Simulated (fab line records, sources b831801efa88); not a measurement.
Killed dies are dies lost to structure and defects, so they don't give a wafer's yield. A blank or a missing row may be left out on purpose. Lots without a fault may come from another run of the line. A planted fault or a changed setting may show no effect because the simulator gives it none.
Which tool did it? | flow gf180mcu | 6 lots, 18 wafers sampled, at 2 steps of a route of 602

WHAT THE GAUGES READ, wafer by wafer
GF_V3_BOW_MEAS_05.
lot  | measured     | on            | V3_BOW (um)
L175 | day 22 03:50 | film_metro-04 | 115 114 119
L177 | day 23 01:28 | film_metro-03 | 109 102 96
L179 | day 23 15:12 | film_metro-03 | 118 100 98
L181 | day 24 09:49 | film_metro-04 | 111 109 110
L183 | day 25 03:23 | film_metro-04 | 121 132 117
L187 | day 26 08:39 | film_metro-01 | 142 112 125

WHICH TOOL RAN EACH LOT (tool, then ch and the chambers of the sampled wafers, then the start)
lot  | GF_M2_STRIP_17
L175 | plasma_asher-01 ch 0,1, day 19 23:17
L177 | plasma_asher-02 ch 0,1, day 20 22:13
L179 | plasma_asher-02 ch 0,1, day 21 13:02
L181 | plasma_asher-01 ch 0,1, day 22 08:24
L183 | plasma_asher-01 ch 0,1, day 23 01:49
L187 | plasma_asher-04 ch 0,1, day 24 09:02
- GF_M2_STRIP_17: strips in O2/N2.

THE ANSWER, worked out from the rows above alone
Rule: what is usual is taken from the lots themselves. Put in order of their means at a reading, lots are off if they are a third of the lots or fewer, leave a main group of 4 or more, and stand apart from it by a gap of 3 or more times the standard deviation of the main group's means; of several such gaps the widest counts. A main group whose means are all the same, to the digits that the tables above print for the reading, isn't used. A lot without any number at a reading at which 4 lots or more have one is off too. The other lots that the step has rows for count as sound.
No lot is off at any reading shown: from this, nothing can be told.

WHAT THE SIMULATOR HAD PUT IN
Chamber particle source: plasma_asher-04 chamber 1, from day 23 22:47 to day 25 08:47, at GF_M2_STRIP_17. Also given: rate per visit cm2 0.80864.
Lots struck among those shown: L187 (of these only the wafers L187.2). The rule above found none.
